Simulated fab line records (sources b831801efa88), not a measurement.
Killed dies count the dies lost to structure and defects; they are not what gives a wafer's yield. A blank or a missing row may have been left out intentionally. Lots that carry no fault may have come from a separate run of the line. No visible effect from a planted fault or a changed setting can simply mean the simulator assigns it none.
Which tool is to blame? -- flow sky130 -- 21 wafers from 7 lots sampled at 2 of the route's 708 steps

## WHAT THE GAUGES READ, wafer by wafer
SKY_VIA4_THK_MEAS_01.
lot,measured,on,VIA4_HDPCVD_THK (nm)
L859,day 42 02:55,film-metro-01,1746 1766 1751
L861,day 42 14:23,film-metro-02,1728 1748 1749
L866,day 43 23:50,film-metro-02,1724 1706 1697
L868,day 44 05:21,film-metro-03,1767 1754 1752
L875,day 46 18:40,film-metro-01,1762 1762 1781
L876,day 46 21:51,film-metro-01,1770 1798 1779
L881,day 47 21:40,film-metro-03,1753 1774 1777

## WHICH TOOL RAN EACH LOT (tool, then ch and the chambers of the sampled wafers, then the start)
lot,SKY_METAL4_DESCUM_15
L859,"rie-metal-01 ch 0,1, day 42 01:47"
L861,"rie-metal-03 ch 0,1, day 42 13:17"
L866,"rie-metal-03 ch 0,1, day 43 22:34"
L868,"rie-metal-04 ch 1, day 44 04:05"
L875,"rie-metal-03 ch 0,1, day 46 17:23"
L876,"rie-metal-01 ch 1, day 46 20:38"
L881,"rie-metal-01 ch 0,1, day 47 20:35"
- SKY_METAL4_DESCUM_15: chemistry O2, time 8 s.

## THE ANSWER, worked out from the rows above alone
Rule: what is usual is taken from the lots themselves. The widest of any qualifying gaps counts: lots, ordered by their means at a reading, are off when they make up no more than a third of the lots, leave a main group of 4 or more, and stand apart from it by 3 or more times the standard deviation of that group's means. The tables above print the reading to a certain number of digits; a main group whose means all agree to those digits is not used. Also off: a lot with no number at a reading for which 4 or more lots have one. All remaining lots with rows at the step are treated as sound.
None of the lots is off at any reading shown; this tells nothing.

## WHAT THE SIMULATOR PUT IN
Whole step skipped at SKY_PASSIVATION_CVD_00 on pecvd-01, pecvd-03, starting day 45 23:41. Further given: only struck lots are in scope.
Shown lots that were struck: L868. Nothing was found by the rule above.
